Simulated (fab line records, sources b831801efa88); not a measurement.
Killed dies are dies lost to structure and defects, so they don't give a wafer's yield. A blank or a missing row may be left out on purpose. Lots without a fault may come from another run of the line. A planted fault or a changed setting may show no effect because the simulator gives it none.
fab line records | flow sfq_line
record lots=7 wafers=19 last_day=82
route steps=325 shown M2@96 I2@103
lots that met no fault: from a run of the same line without faults
start_h: hours from the record's first day to the start of the lot's first wafer shown | wait_h: hours since the lot's step before | " the same as in the row above | L1.1+2: a row that stands for several wafers | - no value, or no start given | * or withheld: withheld | < > ~ a bound
route shown NAME@n: a module of which the file shows steps, and the number in the route of the first | usual: mean/standard deviation of fault-free wafers | same: alike in all rows | chamber/n: place in a boat | sites: the reading at each site | _std_site: their standard deviation | _edge_site: outer sites' mean less inner sites' | radius_mm: how far each site lies from the wafer's centre | mask NAME#n: copy n | behind: the tool/chamber that last shaped the wafer | hold: why the lot was held/for how many hours/how that ended | device: the transistor (n, p or np) that didn't switch | end of line: the same wafers' tests at the end of the route | a step without rows: its recipe alone | killed: dies lost to structure and defects at the first sort, not the wafer's yield | map: a wafer's dies, x killed, . not, _ none there
set.NAME: the setting as run; set.NAME@STEP: as run at that earlier step | model.NAME: the simulator's own value behind a step, which no gauge read
lots at some steps of the route; a table a step, a row a wafer
services: from which hour (start_h, from the record's first day; less than 0 if before it) a tool's chamber was out of use, for how many hours, and why
## steps
# step SFQ_TRILAYER_M2_LITHO_PEB_060
# recipe peb_temp_c=115 peb_time_s=60 resist=KrF
# step SFQ_TRILAYER_M2_LITHO_DEVELOP_059
# recipe time_s=60 resist=KrF
# step SFQ_M2_OVL_MEAS_916
# usual M2_OVL=-1/5
# columns lot.wafer tool chamber start_h wait_h M2_OVL[nm]
L668.1 overlay-01 - 634.67 0.1 0
L668.2 " - " " 0
L668.3 " - " " 0
L669.2 overlay-01 - 636.54 0.1 0
L669.3 " - " " -4
L670.1 overlay-01 - 644.94 0.1 -14
L670.5 " - " " -8
L674.1 overlay-01 - 680.03 0.1 -4
L674.2 " - " " 2
L674.5 " - " " 3
L677.1 overlay-01 - 705.15 0.1 -9
L677.2 " - " " -5
L677.3 " - " " -6
L679.1 overlay-01 - 714.87 0.1 -9
L679.4 " - " " -11
L679.6 " - " " -5
L680.1 overlay-01 - 718.47 0.1 -2
L680.2 " - " " -2
L680.6 " - " " -2
# step SFQ_TRILAYER_M2_BARC_OPEN_METAL_ETCH_077
# recipe mask_material=PR chemistry=O2 target_depth_nm=125 target=BARC icp_w=600 bias_w=80 pressure_mtorr=10 time_s=41.7
# step SFQ_TRILAYER_M2_ETCH_METAL_ETCH_060
# recipe target=Nb stop_on=SiO2 mask_material=PR chemistry=Cl2/Ar target_depth_nm=240 icp_w=600 bias_w=80 pressure_mtorr=10 time_s=120
# usual chamber_pressure_mTorr=10.000/0.01 drypump_motor_current_A=5.6/0.43 oes_product_au=0.892/0.0066
# columns lot.wafer tool chamber start_h wait_h chamber_pressure_mTorr drypump_motor_current_A oes_product_au rf_hours_counter_h
L668.1 rie_metal-03 1 634.76 0.0 9.993 5.0 0.880 5
L668.2 " 0 " " 10.009 5.9 0.866 74
L668.3 " 0 " " 9.990 6.0 0.874 -
L669.2 rie_metal-04 0 636.63 0.0 10.007 6.2 0.893 44
L669.3 " 0 " " 10.003 6.2 0.887 -
L670.1 rie_metal-01 1 645.03 0.0 9.987 5.7 0.887 86
L670.5 " 1 " " 9.997 5.7 0.894 -
L674.1 rie_metal-03 1 680.13 0.0 9.991 5.0 0.889 13
L674.2 " 0 " " 10.011 6.0 0.889 81
L674.5 " 0 " " 10.004 5.9 0.895 -
L677.1 rie_metal-04 0 705.24 0.0 9.991 6.2 0.891 56
L677.2 " 1 " " 9.982 5.3 0.903 60
L677.3 " 1 " " 10.010 5.3 0.898 -
L679.1 rie_metal-04 0 714.96 0.0 10.006 6.2 0.890 58
L679.4 " 1 " " 10.001 5.3 0.887 -
L679.6 " 0 " " 10.012 6.2 0.890 -
L680.1 rie_metal-03 0 718.56 0.0 10.007 6.0 0.895 88
L680.2 " 1 " " 9.999 5.0 0.891 20
L680.6 " 0 " " 10.015 5.9 0.901 -
# step SFQ_TRILAYER_M2_STRIP_STRIP_061
# recipe gas=O2 power_w=200 platen_temp_c=40 overash_fraction=0.65 chemistry=O2 pressure_mtorr=50
# step SFQ_TRILAYER_M2_STRIP_SOLV_CLEAN_062
# recipe chemistry=NMP temp_c=70 time_s=600
# step SFQ_TRILAYER_I2_DEP_PECVD_063
# recipe material=SiO2 temp_c=150 time_s=111.11 pressure_torr=2.4 rf_w=183.3 precursor=SiH4/N2O target_thk_nm=500
# step SFQ_TRILAYER_I2_CMP_CMP_064
# recipe material=SiO2 down_force_psi=3 platen_rpm=60 pad_velocity_m_s=0.94248
# usual motor_current_A=10.7/0.47 retaining_ring_pressure_frac=0.999/0.0048 time_to_endpoint_s=214/6.2
# columns lot.wafer tool chamber start_h wait_h motor_current_A retaining_ring_pressure_frac time_to_endpoint_s
L668.1 cmp-01 1 636.80 1.1 10.5 1.006 206
L668.2 " 2 " " 10.7 0.995 216
L668.3 " 3 " " 9.9 1.000 207
L669.3 cmp-01 0 640.80 3.2 11.2 0.992 216
L669.2 " 1 " " 10.7 1.005 214
L670.1 cmp-01 0 649.80 3.8 11.0 1.002 210
L670.5 " 2 650.80 4.8 10.5 1.001 213
L674.2 cmp-01 2 684.18 3.1 10.9 1.007 212
L674.1 " 1 685.68 4.6 10.9 1.010 208
L674.5 " 2 " " 10.7 0.998 211
L677.3 cmp-02 2 707.10 0.9 11.8 0.998 219
L677.1 " 3 " " 11.0 0.995 218
L677.2 " 0 " " 9.6 0.996 215
L679.4 cmp-02 3 716.10 0.2 11.4 1.006 218
L679.1 " 1 717.10 1.2 10.4 1.003 215
L679.6 " 0 718.60 2.7 9.8 0.999 219
L680.2 cmp-01 2 719.70 0.2 10.9 0.996 207
L680.1 " 0 720.70 1.2 10.3 1.001 219
L680.6 " 3 722.20 2.7 11.2 0.998 216
# step SFQ_I2_BOW_MEAS_917
# recipe mode=bow
# usual I2_BOW=2/8.4
# columns lot.wafer tool chamber start_h wait_h I2_BOW[um]
L668.1 film_metro-03 - 639.80 2.5 6
L668.2 " - " " 13
L668.3 " - " " 16
L669.2 film_metro-04 - 642.82 1.0 12
L669.3 " - " " 11
L670.1 film_metro-03 - 651.80 1.5 -12
L670.5 " - " " -11
L674.1 film_metro-01 - 687.18 1.0 12
L674.2 " - " " -2
L674.5 " - " " 1
L677.1 film_metro-04 - 710.10 2.0 -7
L677.2 " - " " 14
L677.3 " - " " 4
L679.1 film_metro-04 - 719.10 1.5 8
L679.4 " - " " 26
L679.6 " - " " 1
L680.1 film_metro-04 - 722.70 1.5 -15
L680.2 " - " " 5
L680.6 " - " " -3
# step SFQ_TRILAYER_I2_METRO_MEASURE_065
# usual thk_nm=199.5/0.89
# columns lot.wafer tool chamber start_h wait_h thk_nm
L668.1 film_metro-03 - 639.92 0.1 201.2
L668.2 " - " " 201.1
L668.3 " - " " 200.2
L669.2 film_metro-04 - 643.12 0.3 198.3
L669.3 " - " " 199.1
L670.1 film_metro-03 - 651.92 0.1 199.2
L670.5 " - " " 198.6
L674.1 film_metro-01 - 687.30 0.1 198.9
L674.2 " - " " 199.7
L674.5 " - " " 199.2
L677.1 film_metro-04 - 710.22 0.1 199.4
L677.2 " - " " 197.9
L677.3 " - " " 200.0
L679.1 film_metro-04 - 719.22 0.1 200.3
L679.4 " - " " 200.7
L679.6 " - " " 200.3
L680.1 film_metro-04 - 722.82 0.1 197.9
L680.2 " - " " 200.2
L680.6 " - " " 198.3
# step SFQ_TRILAYER_I2_VIA_LITHO_COAT_072
# recipe resist=BARC spin_rpm=3000 resist_thk_nm=62
# step SFQ_TRILAYER_I2_VIA_LITHO_COAT_067
# recipe resist=KrF spin_rpm=3000 resist_thk_nm=650
# columns lot.wafer tool chamber start_h wait_h model.KrF_of_TRILAYER_I2_VIA_LITHO_COAT_067.thk_nm
L668.1 litho_track-01 0 641.42 0.2 650.3
L668.2 " 0 " " 701.5
L668.3 " 0 " " 651.8
L669.2 litho_track-01 0 644.47 0.2 698.7
L669.3 " 0 " " 646.9
L670.1 litho_track-01 0 653.42 0.2 648.9
L670.5 " 0 " " 703.3
L674.1 litho_track-03 0 688.80 0.2 650.3
L674.2 " 0 " " 649.1
L674.5 " 0 " " 649
L677.1 litho_track-02 0 711.72 0.2 646.2
L677.2 " 0 " " 648.6
L677.3 " 0 " " 645.6
L679.1 litho_track-01 0 720.72 0.2 652.6
L679.4 " 0 " " 651.5
L679.6 " 0 " " 652
L680.1 litho_track-02 0 724.32 0.2 646
L680.2 " 0 " " 648.3
L680.6 " 0 " " 648.9
# step SFQ_TRILAYER_I2_VIA_LITHO_SOFTBAKE_071
# recipe temp_c=withheld time_s=withheld resist=KrF
# step SFQ_TRILAYER_I2_VIA_LITHO_EXPOSE_068
# recipe mask_id=I2 na=0.6 source_shape=conventional sigma_outer=0.65 target_cd_nm=500 dose_mj=21.3
# step SFQ_TRILAYER_I2_VIA_LITHO_PEB_070
# recipe peb_temp_c=115 peb_time_s=60 resist=KrF
# step SFQ_TRILAYER_I2_VIA_LITHO_DEVELOP_069
# recipe time_s=60 resist=KrF
# step SFQ_I2_OVL_MEAS_918
# usual I2_OVL=-2/5.5
# columns lot.wafer tool chamber start_h wait_h I2_OVL[nm]
L668.1 overlay-01 - 643.37 0.1 7
L668.2 " - " " -8
L668.3 " - " " 4
L669.2 overlay-02 - 654.89 0.1 4
L669.3 " - " " -9
L670.1 overlay-02 - 663.29 0.1 3
L670.5 " - " " 3
L674.1 overlay-01 - 690.75 0.1 3
L674.2 " - " " 5
L674.5 " - " " 4
L677.1 overlay-01 - 713.67 0.1 -3
L677.2 " - " " 3
L677.3 " - " " -2
L679.1 overlay-02 - 735.15 0.1 -2
L679.4 " - " " 5
L679.6 " - " " 7
L680.1 overlay-02 - 737.55 0.1 -1
L680.2 " - " " 9
L680.6 " - " " 2
# step SFQ_TRILAYER_I2_VIA_BARC_OPEN_VIA_ETCH_096
# recipe mask_material=PR chemistry=O2 target_depth_nm=125 target=BARC source_w=500 bias_w=80 pressure_mtorr=30 time_s=41.7
# usual chamber_pressure_mTorr=30.001/0.027 drypump_motor_current_A=5.7/0.38 oes_product_au=0.685/0.0044
# columns lot.wafer tool chamber start_h wait_h chamber_pressure_mTorr drypump_motor_current_A oes_product_au rf_hours_counter_h
L668.1 rie_diel-01 3 643.40 0.0 30.004 5.2 0.679 1
L668.2 " 1 " " 29.971 5.8 0.676 10
L668.3 " 2 " " 29.987 5.7 0.678 35
L669.2 rie_diel-03 3 654.92 0.0 30.028 5.8 0.686 11
L669.3 " 0 " " 29.970 6.4 0.687 25
L670.1 rie_diel-03 2 663.32 0.0 30.016 5.4 0.687 35
L670.5 " 3 " " 30.035 5.7 0.681 -
L674.1 rie_diel-03 3 690.78 0.0 30.027 5.7 0.681 12
L674.2 " 0 " " 29.995 6.3 0.676 26
L674.5 " 2 " " 30.016 5.4 0.690 -
L677.1 rie_diel-04 1 713.70 0.0 29.999 4.8 0.691 10
L677.2 " 0 " " 30.016 6.1 0.691 21
L677.3 " 2 " " 29.993 5.5 0.677 8
L679.1 rie_diel-03 3 735.19 0.0 30.007 5.7 0.684 13
L679.4 " 0 " " 30.022 6.3 0.688 27
L679.6 " 3 " " 29.962 5.8 0.686 -
L680.1 rie_diel-01 3 737.59 0.0 30.001 5.1 0.694 3
L680.2 " 0 " " 30.056 5.8 0.689 15
L680.6 " 1 " " 29.969 5.8 0.684 -
# step SFQ_TRILAYER_I2_VIA_ETCH_VIA_ETCH_070
# recipe target=SiO2 stop_on=Nb mask_material=PR taper_deg=20 chemistry=CHF3 target_depth_nm=260 source_w=500 bias_w=80 pressure_mtorr=30 time_s=withheld
# usual chamber_pressure_mTorr=29.996/0.028 drypump_motor_current_A=5.7/0.38 oes_product_au=0.853/0.0048
# columns lot.wafer tool chamber start_h wait_h chamber_pressure_mTorr drypump_motor_current_A oes_product_au model.KrF_of_TRILAYER_I2_VIA_LITHO_COAT_067.thk_nm
L668.1 rie_diel-01 3 643.44 0.0 30.039 5.1 0.863 528.3
L668.2 " 1 " " 29.994 5.8 0.862 578.1
L668.3 " 2 " " 29.962 5.7 0.855 529.1
L669.2 rie_diel-03 3 654.96 0.0 30.028 5.7 0.850 577.5
L669.3 " 0 " " 30.000 6.3 0.849 527
L670.1 rie_diel-03 2 663.36 0.0 30.002 5.4 0.845 527
L670.5 " 3 " " 29.980 5.7 0.850 581.5
L674.1 rie_diel-03 3 690.82 0.0 30.009 5.8 0.849 529
L674.2 " 0 " " 30.020 6.3 0.853 527.9
L674.5 " 2 " " 29.959 5.4 0.857 527.3
L677.1 rie_diel-04 1 713.74 0.0 29.955 4.8 0.855 523.5
L677.2 " 0 " " 29.974 6.1 0.846 526.6
L677.3 " 2 " " 29.952 5.5 0.856 523.2
L679.1 rie_diel-03 3 735.23 0.0 30.013 5.8 0.853 531
L679.4 " 0 " " 30.004 6.3 0.855 529.5
L679.6 " 3 " " 29.969 5.8 0.854 530
L680.1 rie_diel-01 3 737.63 0.0 30.054 5.1 0.849 524.5
L680.2 " 0 " " 30.064 5.8 0.853 525.8
L680.6 " 1 " " 29.988 5.8 0.848 526.2
# step SFQ_TRILAYER_I2_VIA_STRIP_STRIP_071
# recipe gas=O2 power_w=200 platen_temp_c=40 overash_fraction=0.65 chemistry=O2 pressure_mtorr=50
# usual chamber_pressure_mTorr=50.00/0.048 drypump_motor_current_A=5.8/0.53 oes_product_au=1.000/0.0065
# columns lot.wafer tool chamber start_h wait_h chamber_pressure_mTorr drypump_motor_current_A oes_product_au rf_hours_counter_h
L668.1 rie_metal-02 1 643.56 - 50.08 6.0 1.000 56
L668.2 " 0 " " 50.01 6.6 0.994 7
L668.3 " 1 " " 49.98 6.0 0.984 -
L669.2 rie_metal-02 1 655.08 - 50.00 5.9 0.996 58
L669.3 " 0 " " 50.07 6.6 0.987 -
L670.1 rie_metal-03 0 663.48 - 50.07 6.0 1.002 78
L670.5 " 1 " " 50.01 5.0 0.992 -
L674.1 rie_metal-03 0 690.94 - 49.97 6.0 1.001 83
L674.2 " 1 " " 50.01 5.0 0.998 15
L674.5 " 0 " " 49.92 6.0 1.008 -
L677.1 rie_metal-03 1 713.86 - 49.93 5.0 1.003 19
L677.2 " 0 " " 50.06 5.9 0.994 87
L677.3 " 0 " " 50.02 5.9 1.012 -
L679.1 rie_metal-03 0 735.34 - 49.99 5.9 1.004 89
L679.4 " 0 " " 49.96 6.0 1.011 -
L679.6 " 0 " " 49.99 5.9 0.997 -
L680.1 rie_metal-03 0 737.74 - 50.02 6.0 1.004 90
L680.2 " 1 " " 50.05 5.0 1.004 22
L680.6 " 0 " " 50.06 5.9 1.008 -
## services
# columns tool chamber start_h hours kind
rie_metal-03 0 616.56 1.3 repair
rie_metal-04 - 621.53 0.4 repair
rie_diel-03 1 623.21 5.5 repair
rie_diel-03 - 631.24 0.6 repair
rie_diel-04 - 635.44 1.0 repair
cmp-02 - 640.55 1.5 repair
film_metro-03 - 656.50 0.7 pm
cmp-02 - 658.46 1.6 repair
film_metro-04 - 683.31 1.5 pm
film_metro-01 - 692.32 2.6 pm
rie_diel-01 - 693.52 0.2 repair
rie_diel-01 2 707.36 5.3 repair
film_metro-03 - 709.42 1.3 pm
rie_metal-04 - 713.63 0.6 repair
film_metro-04 - 720.42 1.5 pm
rie_diel-04 2 730.58 3.6 repair
## key
first_sign none at tools or gauges
model_effect step=SFQ_TRILAYER_I2_VIA_LITHO_COAT_067 value=KrF_of_TRILAYER_I2_VIA_LITHO_COAT_067.thk_nm without=649 struck=701.2
model_effect step=SFQ_TRILAYER_I2_VIA_ETCH_VIA_ETCH_070 value=KrF_of_TRILAYER_I2_VIA_LITHO_COAT_067.thk_nm without=526.9 struck=579
met_at SFQ_TRILAYER_I2_VIA_LITHO_COAT_067
struck_wafers L668.2,L669.2,L670.5
fault kind=process_parameter_drift tool=litho_track-01 chamber=- onset_h=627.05 steps=SFQ_TRILAYER_I2_VIA_LITHO_COAT_067 channel=resist_thk_nm offset=52.236 shape=step end_h=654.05 scope=struck_wafers_only acts_in=these_recipes_only stated=650
